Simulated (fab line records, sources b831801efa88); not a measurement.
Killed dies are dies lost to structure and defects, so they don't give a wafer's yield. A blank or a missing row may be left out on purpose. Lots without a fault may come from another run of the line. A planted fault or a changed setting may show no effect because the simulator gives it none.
fab line records | flow gf180mcu
record lots=5 wafers=15 last_day=34
route steps=602 shown V4@493 MIM@503
lots that met no fault: from a run of the same line without faults
start_h: hours from the record's first day to the start of the lot's first wafer shown | wait_h: hours since the lot's step before | " the same as in the row above | L1.1+2: a row that stands for several wafers | - no value, or no start given | * or withheld: withheld | < > ~ a bound
route shown NAME@n: a module of which the file shows steps, and the number in the route of the first | usual: mean/standard deviation of fault-free wafers | same: alike in all rows | chamber/n: place in a boat | sites: the reading at each site | _std_site: their standard deviation | _edge_site: outer sites' mean less inner sites' | radius_mm: how far each site lies from the wafer's centre | mask NAME#n: copy n | behind: the tool/chamber that last shaped the wafer | hold: why the lot was held/for how many hours/how that ended | device: the transistor (n, p or np) that didn't switch | end of line: the same wafers' tests at the end of the route | a step without rows: its recipe alone | killed: dies lost to structure and defects at the first sort, not the wafer's yield | map: a wafer's dies, x killed, . not, _ none there
set.NAME: the setting as run; set.NAME@STEP: as run at that earlier step | model.NAME: the simulator's own value behind a step, which no gauge read
lots at some steps of the route; a table a step, a row a wafer
services: from which hour (start_h, from the record's first day; less than 0 if before it) a tool's chamber was out of use, for how many hours, and why
## steps
# step GF_V4_ETCH_17
# recipe chemistry=C4F8/O2/Ar mask_material=KrF target=SiO2 stop_on=TiN source_w=1500 bias_w=1200 pressure_mtorr=40 c4f8_flow_sccm=withheld O2_flow_sccm=6 Ar_flow_sccm=300 time_s=withheld target_depth_a=6300
# usual chamber_pressure_mTorr=40.00/0.034 oes_product_au=0.857/0.0047
# columns lot.wafer tool chamber start_h wait_h chamber_pressure_mTorr oes_product_au
L169.1 rie_diel-04 3 - - 39.93 0.860
L169.3 " 0 " " 40.00 0.848
L169.4 " 0 " " 39.95 0.858
L179.1 rie_diel-03 2 - - 39.99 0.858
L179.2 " 3 " " 40.00 0.851
L179.5 " 1 " " 40.03 0.850
L184.1 rie_diel-03 0 - - 39.97 0.856
L184.3 " 1 " " 40.03 0.857
L184.4 " 1 " " 40.00 0.862
L186.1 rie_diel-01 0 - - 39.99 0.857
L186.2 " 2 " " 39.99 0.855
L186.3 " 1 " " 39.98 0.848
L189.2 rie_diel-03 1 - - 39.96 0.856
L189.3 " 0 " " 40.05 0.860
L189.4 " 2 " " 39.98 0.867
# step GF_V4_STRIP_18
# recipe chemistry=O2/N2 power_w=1400 pressure_mtorr=1500 platen_temp_c=250 o2_flow_sccm=3000 n2_flow_sccm=300 overash_fraction=0.5
# usual chamber_pressure_mTorr=1500.0/1.4 drypump_motor_current_A=6.31/0.18 heater_power_w=359/26 oes_product_au=0.593/0.0048
# columns lot.wafer tool chamber start_h wait_h chamber_pressure_mTorr drypump_motor_current_A heater_power_w oes_product_au rf_hours_counter_h
L169.1 plasma_asher-03 0 588.97 - 1499.6 5.93 365 0.593 46
L169.3 " 0 " " 1502.3 5.95 368 0.599 -
L169.4 " 1 " " 1499.8 6.26 306 0.590 -
L179.1 plasma_asher-04 1 667.67 - 1501.6 6.33 389 0.594 92
L179.2 " 0 " " 1501.1 6.25 361 0.595 92
L179.5 " 1 " " 1499.9 6.32 372 0.596 -
L184.1 plasma_asher-04 1 696.38 - 1501.7 6.37 384 0.594 95
L184.3 " 0 " " 1498.4 6.29 353 0.597 -
L184.4 " 1 " " 1499.8 6.34 373 0.599 -
L186.1 plasma_asher-01 0 709.77 - 1498.8 6.58 357 0.590 111
L186.2 " 1 " " 1499.1 6.49 374 0.589 111
L186.3 " 0 " " 1501.9 6.57 358 0.591 -
L189.2 plasma_asher-03 1 726.12 - 1499.4 6.23 292 0.595 59
L189.3 " 1 " " 1498.3 6.25 299 0.587 -
L189.4 " 0 " " 1501.4 5.93 362 0.595 -
# step GF_V4_STRIP_19
# recipe chemistry=post_etch_residue_remover time_s=1200 temp_c=72.5
# step GF_V4_CLEAN_20
# recipe chemistry=DIW dry=n2_spin
# step GF_V4_SPUTTER_21
# recipe material=Ti target_thk_nm=15 chamber_pressure_pa=5 power_w=2500 substrate_temp_c=200 time_s=80.02
# step GF_V4_SPUTTER_22
# recipe material=TiN target_thk_nm=10 chamber_pressure_pa=5 power_w=4000 time_s=40
# step GF_V4_CVD_23
# recipe material=W target_thk_nm=350 time_s=104.9 temp_c=400 pressure_torr=40
# step GF_V4_RS_MEAS_24
# recipe thk_meas_gauge=four-point-probe reads=W_of_V4_CVD_23+TiN_of_V4_SPUTTER_22+Ti_of_V4_SPUTTER_21
# usual V4_W_RS=0.327/0.0037
# columns lot.wafer tool chamber start_h wait_h V4_W_RS[ohm/sq]
L169.1 film_metro-04 - 589.72 0.1 0.322
L169.3 " - " " 0.322
L169.4 " - " " 0.334
L179.1 film_metro-04 - 668.82 0.1 0.324
L179.2 " - " " 0.324
L179.5 " - " " 0.323
L184.1 film_metro-04 - 697.48 0.1 0.326
L184.3 " - " " 0.330
L184.4 " - " " 0.326
L186.1 film_metro-04 - 710.52 0.1 0.329
L186.2 " - " " 0.328
L186.3 " - " " 0.333
L189.2 film_metro-02 - 726.88 0.1 0.328
L189.3 " - " " 0.330
L189.4 " - " " 0.323
# step GF_V4_THK_MEAS_25
# recipe thk_meas_gauge=xrf reads=W_of_V4_CVD_23
# usual V4_W_THK=356/5.7
# columns lot.wafer tool chamber start_h wait_h V4_W_THK[nm]
L169.1 film_metro-04 - 589.84 0.1 363
L169.3 " - " " 364
L169.4 " - " " 352
L179.1 film_metro-04 - 668.94 0.1 354
L179.2 " - " " 355
L179.5 " - " " 353
L184.1 film_metro-04 - 697.60 0.1 359
L184.3 " - " " 355
L184.4 " - " " 359
L186.1 film_metro-04 - 710.64 0.1 354
L186.2 " - " " 355
L186.3 " - " " 354
L189.2 film_metro-02 - 726.99 0.1 349
L189.3 " - " " 348
L189.4 " - " " 355
# step GF_V4_CMP_26
# recipe stop_on=SiO2 down_force_psi=3.5 platen_rpm=60 t_overpolish_s=15 target_thk_nm=0 pad_velocity_m_s=0.94248
# usual edge_zone_pressure_frac=1.000/0.0052 motor_current_A=11.2/1.5 overpolish_run_s=15.000/0.0088 retaining_ring_pressure_frac=1.000/0.0046 slurry_flow_ml_min=150.0/0.45 time_to_endpoint_s=84.7/2.9
# columns lot.wafer tool chamber start_h wait_h edge_zone_pressure_frac motor_current_A overpolish_run_s retaining_ring_pressure_frac slurry_flow_ml_min time_to_endpoint_s
L169.4 cmp-01 0 589.90 0.0 1.002 9.7 14.982 0.997 150.2 89.6
L169.1 " 1 " " 0.993 11.3 15.009 1.003 150.4 93.4
L169.3 " 2 " " 1.005 11.6 15.004 1.001 150.2 89.7
L179.1 cmp-01 3 669.00 0.1 0.996 11.8 14.990 0.997 150.1 86.2
L179.2 " 2 " " 0.999 12.0 14.999 0.996 150.0 85.1
L179.5 " 0 " " 0.998 9.2 15.000 0.995 149.4 81.4
L184.4 cmp-02 0 697.66 0.0 1.005 13.2 15.002 0.993 150.8 86.6
L184.3 " 1 " " 1.012 9.9 14.992 1.009 150.4 86.0
L184.1 " 3 " " 0.997 11.1 15.010 1.000 150.5 86.2
L186.1 cmp-01 3 710.70 0.1 1.005 11.4 15.013 1.002 151.0 83.9
L186.3 " 1 " " 1.003 11.0 14.994 1.001 150.5 81.8
L186.2 " 2 " " 0.991 11.1 15.009 1.008 149.2 80.5
L189.2 cmp-01 3 727.04 0.0 1.002 10.8 15.002 1.001 149.3 81.7
L189.4 " 0 " " 0.993 9.4 15.012 0.998 149.6 86.6
L189.3 " 1 " " 1.000 12.0 14.994 1.003 150.6 82.8
# step GF_MIM_SPUTTER_00
# recipe material=Ti target_thk_nm=37.5 arriving_ion_energy_ev=80 substrate_temp_c=200 chamber_pressure_pa=2 power_w=4000 time_s=150
# usual cathode_dc_power_W=4000.0/0.72 throttle_valve_pct=29.7/0.85
# columns lot.wafer tool chamber start_h wait_h cathode_dc_power_W throttle_valve_pct
L169.1 pvd_sputter-02 - 590.20 0.2 4000.8 28.7
L169.3 " - " " 4001.0 29.4
L169.4 " - " " 3999.3 30.0
L179.1 pvd_sputter-03 - 669.30 0.2 4000.7 30.2
L179.2 " - " " 4000.4 31.5
L179.5 " - " " 4000.8 31.8
L184.1 pvd_sputter-03 - 697.96 0.1 4000.3 29.8
L184.3 " - " " 4001.0 30.5
L184.4 " - " " 3998.8 31.8
L186.1 pvd_sputter-02 - 711.00 0.2 3998.8 29.0
L186.2 " - " " 4001.0 28.9
L186.3 " - " " 3999.6 29.9
L189.2 pvd_sputter-01 - 727.34 0.2 4001.3 29.7
L189.3 " - " " 4001.1 30.6
L189.4 " - " " 3999.9 29.7
# step GF_MIM_SPUTTER_01
# recipe material=TiN target_thk_nm=30 power_w=6500 time_s=25 chamber_pressure_pa=0.4
# step GF_MIM_SPUTTER_02
# recipe material=AlCu target_thk_nm=450 power_w=10600 time_s=23.9 chamber_pressure_pa=0.4
# usual cathode_dc_power_W=10600/1.9 throttle_valve_pct=29.7/0.85
# columns lot.wafer tool chamber start_h wait_h cathode_dc_power_W throttle_valve_pct model.AlCu_of_MIM_SPUTTER_02.thk_nm
L169.1 pvd_sputter-02 - 590.33 0.0 10598 28.8 459
L169.3 " - " " 10599 29.3 460.7
L169.4 " - " " 10601 29.9 459
L179.1 pvd_sputter-03 - 669.43 0.0 10599 30.1 447.8
L179.2 " - " " 10602 31.5 446.1
L179.5 " - " " 10599 31.8 448.8
L184.1 pvd_sputter-03 - 698.09 0.0 10602 29.8 452.7
L184.3 " - " " 10601 30.4 449.5
L184.4 " - " " 10602 31.7 450.3
L186.1 pvd_sputter-02 - 711.13 0.0 10598 28.7 451.7
L186.2 " - " " 10601 28.7 450.1
L186.3 " - " " 10600 30.0 874.6
L189.2 pvd_sputter-01 - 727.47 0.0 10599 29.6 442.3
L189.3 " - " " 10600 30.4 440.6
L189.4 " - " " 10598 29.6 443.8
# step GF_MIM_SPUTTER_03
# recipe material=Ti target_thk_nm=10 substrate_temp_c=300 chamber_pressure_pa=0.3 power_w=3000 time_s=6.7
# usual cathode_dc_power_W=2999.9/0.54 throttle_valve_pct=29.7/0.85
# columns lot.wafer tool chamber start_h wait_h cathode_dc_power_W throttle_valve_pct
L169.1 pvd_sputter-02 - 590.36 0.0 3000.2 28.6
L169.3 " - " " 3000.0 29.6
L169.4 " - " " 2999.4 30.1
L179.1 pvd_sputter-03 - 669.46 0.0 2999.8 30.2
L179.2 " - " " 2999.8 31.4
L179.5 " - " " 3000.1 31.8
L184.1 pvd_sputter-03 - 698.12 0.0 3000.2 29.7
L184.3 " - " " 2999.6 30.3
L184.4 " - " " 2999.6 31.6
L186.1 pvd_sputter-02 - 711.16 0.0 2999.6 28.7
L186.2 " - " " 3000.3 28.8
L186.3 " - " " 3000.9 29.8
L189.2 pvd_sputter-01 - 727.50 0.0 3000.5 29.7
L189.3 " - " " 3000.6 30.3
L189.4 " - " " 3000.5 29.3
## services
# columns tool chamber start_h hours kind
cmp-02 - 579.53 5.9 repair
rie_diel-04 2 584.08 9.1 repair
cmp-01 - 594.33 4.0 pm
cmp-01 - 598.33 15.3 pm
pvd_sputter-02 - 599.30 5.0 repair
rie_diel-01 - 604.81 0.7 repair
cmp-01 - 628.21 0.9 repair
cmp-01 - 634.23 2.9 pm
plasma_asher-03 - 646.72 3.4 repair
pvd_sputter-03 3 648.52 - consumable_replace:kit
pvd_sputter-03 3 648.52 18.0 scheduled_down
pvd_sputter-03 3 648.52 18.0 vent_cycle
cmp-01 - 649.20 0.3 repair
rie_diel-04 0 651.51 4.7 repair
pvd_sputter-02 1 673.69 - consumable_replace:kit
pvd_sputter-02 1 673.69 18.0 scheduled_down
pvd_sputter-02 1 673.69 18.0 vent_cycle
rie_diel-01 2 677.37 1.9 repair
pvd_sputter-03 - 679.11 7.1 repair
rie_diel-04 - 679.89 2.8 pm
cmp-02 - 687.15 1.8 repair
pvd_sputter-03 - 688.03 0.5 repair
rie_diel-03 2 693.07 4.0 repair
plasma_asher-03 - 714.55 8.9 repair
## key
first_sign none at tools or gauges
model_effect step=GF_MIM_SPUTTER_02 value=AlCu_of_MIM_SPUTTER_02.thk_nm without=455.9 struck=874.6
met_at GF_MIM_SPUTTER_02
struck_wafers L186.3
later_rows_left_out L186.3
sort_left_out L186.3
onset_between 590.33 711.13
fault kind=process_parameter_drift tool=pvd_sputter-02 chamber=- onset_h=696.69 steps=GF_MIM_SPUTTER_02 channel=target_thk_nm offset=418.63 shape=step end_h=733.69 acts_in=these_recipes_only stated=450 scope=struck_wafers_only
# sort_left_out: the simulated sort isn't trusted on such a fault, so these wafers' sort isn't shown, and their yield isn't known
# later_rows_left_out: the simulator's readings of these wafers behind a module that went badly wrong aren't trusted and aren't shown, but for the sort
